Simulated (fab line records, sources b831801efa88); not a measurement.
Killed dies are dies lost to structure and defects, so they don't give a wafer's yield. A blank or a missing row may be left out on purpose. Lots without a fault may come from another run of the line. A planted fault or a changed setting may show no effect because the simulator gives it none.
Tool commonality check | flow gf180mcu | 11 lots, 33 wafers sampled

WHY IT WAS OPENED
At GF_HV_LDD_THK_MEAS_57 the reading HV_LDD_CVD_56_THK is flagged on 2 of 11 lots. Wafers without a fault read 89.9 nm, standard deviation 0.81.
Rule: a lot is flagged when every wafer of it that has a number lies more than 4 standard deviations from that mean, or none has a number. The other lots count as sound.

lot  | measured     | on            | HV_LDD_CVD_56_THK (nm), wafer by wafer | flag
L275 | day 13 18:05 | film_metro-01 | 89.2 89.3 90.1                         |
L278 | day 14 12:59 | film_metro-03 | 89.6 89.7 89.8                         |
L279 | day 15 00:19 | film_metro-01 | 90.5 90.6 91.2                         |
L281 | day 15 17:13 | film_metro-02 | 48.5 48.9 49.8                         | FLAGGED
L280 | day 15 17:13 | film_metro-01 | 49.0 49.1 49.3                         | FLAGGED
L283 | day 16 05:35 | film_metro-02 | 89.5 89.3 90.5                         |
L289 | day 18 11:47 | film_metro-01 | 90.6 91.4 90.7                         |
L292 | day 19 12:56 | film_metro-03 | 87.6 88.6 88.2                         |
L293 | day 19 18:53 | film_metro-01 | 90.0 88.8 90.0                         |
L294 | day 19 23:05 | film_metro-02 | 88.6 90.0 89.6                         |
L295 | day 20 02:42 | film_metro-02 | 91.5 91.8 91.6                         |
The numbers of the flagged lots are 49.1 nm on average: -40.8 nm against the usual, or -50 standard deviations.

WHICH TOOL RAN EACH LOT
The record holds 3 process steps before the reading, out of a route of 602 steps. In each cell: the tool, then ch and the chambers that the sampled wafers went through, then the start.
lot  | flag    | GF_POLY_GATE_STRIP_14                | GF_HV_LDD_STRIP_49                   | GF_HV_LDD_CVD_56
L275 |         | plasma_asher-01 ch 0,1, day 10 06:07 | plasma_asher-01 ch 0,1, day 13 13:28 | lpcvd-01 ch 1, day 13 16:39
L278 |         | plasma_asher-02 ch 0,1, day 10 23:16 | plasma_asher-04 ch 1, day 14 09:26   | lpcvd-01 ch 0, day 14 11:34
L279 |         | plasma_asher-01 ch 0,1, day 11 10:04 | plasma_asher-03 ch 0,1, day 14 21:20 | lpcvd-01 ch 1, day 14 22:52
L281 | FLAGGED | plasma_asher-02 ch 0,1, day 11 23:53 | plasma_asher-04 ch 0,1, day 15 13:02 | lpcvd-02 ch 0, day 15 15:47
L280 | FLAGGED | plasma_asher-04 ch 0,1, day 11 23:52 | plasma_asher-03 ch 1, day 15 13:15   | lpcvd-02 ch 0, day 15 15:47
L283 |         | plasma_asher-01 ch 0,1, day 12 12:21 | plasma_asher-01 ch 1, day 16 02:40   | lpcvd-01 ch 1, day 16 04:09
L289 |         | plasma_asher-01 ch 0,1, day 14 14:20 | plasma_asher-01 ch 0,1, day 18 08:53 | lpcvd-01 ch 0, day 18 10:22
L292 |         | plasma_asher-04 ch 0,1, day 15 09:16 | plasma_asher-04 ch 0,1, day 19 10:03 | lpcvd-01 ch 0, day 19 11:29
L293 |         | plasma_asher-01 ch 0,1, day 15 14:33 | plasma_asher-03 ch 0,1, day 19 15:59 | lpcvd-01 ch 0, day 19 17:28
L294 |         | plasma_asher-04 ch 0,1, day 15 18:00 | plasma_asher-01 ch 0,1, day 19 20:10 | lpcvd-02 ch 1, day 19 21:39
L295 |         | plasma_asher-04 ch 0,1, day 15 23:18 | plasma_asher-01 ch 0,1, day 19 23:47 | lpcvd-02 ch 0, day 20 01:16
What these steps do:
- GF_POLY_GATE_STRIP_14: strips in O2/N2.
- GF_HV_LDD_STRIP_49: strips in O2/N2.
- GF_HV_LDD_CVD_56: deposits Si3N4 from DCS/NH3, target thk 90 nm, time 1543 s.
- GF_HV_LDD_THK_MEAS_57

FLAGGED OVER TOTAL, TOOL BY TOOL (the gauges that took the reading come last)
step                  | tool            | lots run | flagged | share of the flagged lots | sound lots run after its first flagged lot
GF_POLY_GATE_STRIP_14 | plasma_asher-01 | 5        | 0       | none                      | -
GF_POLY_GATE_STRIP_14 | plasma_asher-02 | 2        | 1       | some                      | 0
GF_POLY_GATE_STRIP_14 | plasma_asher-04 | 4        | 1       | some                      | 3 (L292,L294,L295)
GF_HV_LDD_STRIP_49    | plasma_asher-01 | 5        | 0       | none                      | -
GF_HV_LDD_STRIP_49    | plasma_asher-03 | 3        | 1       | some                      | 1 (L293)
GF_HV_LDD_STRIP_49    | plasma_asher-04 | 3        | 1       | some                      | 1 (L292)
GF_HV_LDD_CVD_56      | lpcvd-01        | 7        | 0       | none                      | -
GF_HV_LDD_CVD_56      | lpcvd-02        | 4        | 2       | all                       | 2 (L294,L295)
GF_HV_LDD_THK_MEAS_57 | film_metro-01   | 5        | 1       | some                      | 2 (L289,L293)
GF_HV_LDD_THK_MEAS_57 | film_metro-02   | 4        | 1       | some                      | 3 (L283,L294,L295)
GF_HV_LDD_THK_MEAS_57 | film_metro-03   | 2        | 0       | none                      | -

WHAT THE TABLE ALLOWS
1 row of the table ran every flagged lot: lpcvd-02 at GF_HV_LDD_CVD_56.
- lpcvd-02 at GF_HV_LDD_CVD_56: 2 of its 4 lots flagged. Sound lots ran on it after the first flagged one (L294, L295), which a lasting fault on the whole tool wouldn't allow. Its own readings lie more than 4 standard deviations out on every wafer of the flagged lots: spike_tc_bottom_C, spike_tc_centre_C, spike_tc_lower_C, spike_tc_top_C, spike_tc_upper_C, susceptor_temp_C.
No row of the table ran every flagged lot and no sound lot after the first.

WHAT THE SIMULATOR HAD PUT IN
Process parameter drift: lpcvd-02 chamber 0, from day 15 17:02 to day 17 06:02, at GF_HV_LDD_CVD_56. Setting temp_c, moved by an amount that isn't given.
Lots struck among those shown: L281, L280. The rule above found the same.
